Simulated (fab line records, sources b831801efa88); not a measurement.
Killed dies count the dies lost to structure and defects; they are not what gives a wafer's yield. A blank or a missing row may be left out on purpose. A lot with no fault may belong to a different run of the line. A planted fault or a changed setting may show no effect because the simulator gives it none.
Which tool was responsible? ; flow gf180mcu ; 21 wafers sampled from 7 lots at 1 step of a route of 602

## WHAT THE GAUGES SHOWED, per wafer
GF_SAB_CD_MEAS_09 targets a cd of 420 nm.
lot;measured;on;cd_nm (nm)
L191;day 16 07:07;cd_sem-02;417.6 419.6 417.5
L196;day 18 07:23;cd_sem-01;422.6 425.2 422.9
L202;day 20 12:01;cd_sem-02;418.4 420.9 417.4
L205;day 21 10:55;cd_sem-02;421.9 424.6 421.0
L207;day 22 00:52;cd_sem-01;418.2 418.6 417.7
L209;day 22 16:10;cd_sem-02;418.8 421.3 420.4
L211;day 23 10:08;cd_sem-01;422.6 419.8 421.8

## EACH LOT AND THE TOOL THAT RAN IT (in order: tool; ch and the chambers of the sampled wafers; start)
The record holds no process step before these readings.

## THE ANSWER, worked out from the rows above alone
Rule: what is usual is taken from the lots themselves. Put in order of their means at a reading, lots are off if they are a third of the lots or fewer, leave a main group of 4 or more, and stand apart from it by a gap of 3 or more times the standard deviation of the main group's means; of several such gaps the widest counts. Not used: any main group whose means are identical at the precision the tables above print for the reading. Also off: a lot with no number at a reading for which 4 or more lots have one. Any other lot the step has rows for is counted as sound.
Nothing can be told from this: no lot is off at any reading shown.

## WHAT THE SIMULATOR PUT IN
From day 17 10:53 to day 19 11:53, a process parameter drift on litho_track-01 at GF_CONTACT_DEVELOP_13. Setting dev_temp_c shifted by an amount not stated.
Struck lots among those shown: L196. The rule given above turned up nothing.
